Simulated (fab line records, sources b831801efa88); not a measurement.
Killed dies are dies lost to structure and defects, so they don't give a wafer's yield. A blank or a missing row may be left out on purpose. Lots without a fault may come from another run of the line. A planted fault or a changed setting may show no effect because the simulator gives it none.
Which tool did it? | flow sky130 | 7 lots, 21 wafers sampled, at 2 steps of a route of 708

WHAT THE GAUGES READ, wafer by wafer
SKY_VIA1_BOW_MEAS_03.
lot  | measured     | on            | VIA1_BOW (um)
L726 | day 34 03:43 | film_metro-01 | 84 68 77
L729 | day 35 15:56 | film_metro-01 | 79 75 74
L734 | day 37 09:19 | film_metro-02 | 57 84 87
L736 | day 37 22:57 | film_metro-02 | 87 70 70
L737 | day 38 03:53 | film_metro-02 | 75 80 72
L740 | day 38 11:26 | film_metro-01 | 76 74 79
L743 | day 39 11:31 | film_metro-02 | 80 78 75

WHICH TOOL RAN EACH LOT (tool, then ch and the chambers of the sampled wafers, then the start)
lot  | SKY_SD_N_DEVELOP_06
L726 | litho_track-01 ch 0, day 29 01:19
L729 | litho_track-04 ch 0, day 30 17:35
L734 | litho_track-01 ch 0, day 32 13:47
L736 | litho_track-02 ch 0, day 33 05:59
L737 | litho_track-01 ch 0, day 33 12:14
L740 | litho_track-01 ch 0, day 33 19:04
L743 | litho_track-02 ch 0, day 34 19:37
- SKY_SD_N_DEVELOP_06: develop time 60 s.

THE ANSWER, worked out from the rows above alone
Rule: what is usual is taken from the lots themselves. Put in order of their means at a reading, lots are off if they are a third of the lots or fewer, leave a main group of 4 or more, and stand apart from it by a gap of 3 or more times the standard deviation of the main group's means; of several such gaps the widest counts. A main group whose means are all the same, to the digits that the tables above print for the reading, isn't used. A lot without any number at a reading at which 4 lots or more have one is off too. The other lots that the step has rows for count as sound.
No lot is off at any reading shown: from this, nothing can be told.

WHAT THE SIMULATOR HAD PUT IN
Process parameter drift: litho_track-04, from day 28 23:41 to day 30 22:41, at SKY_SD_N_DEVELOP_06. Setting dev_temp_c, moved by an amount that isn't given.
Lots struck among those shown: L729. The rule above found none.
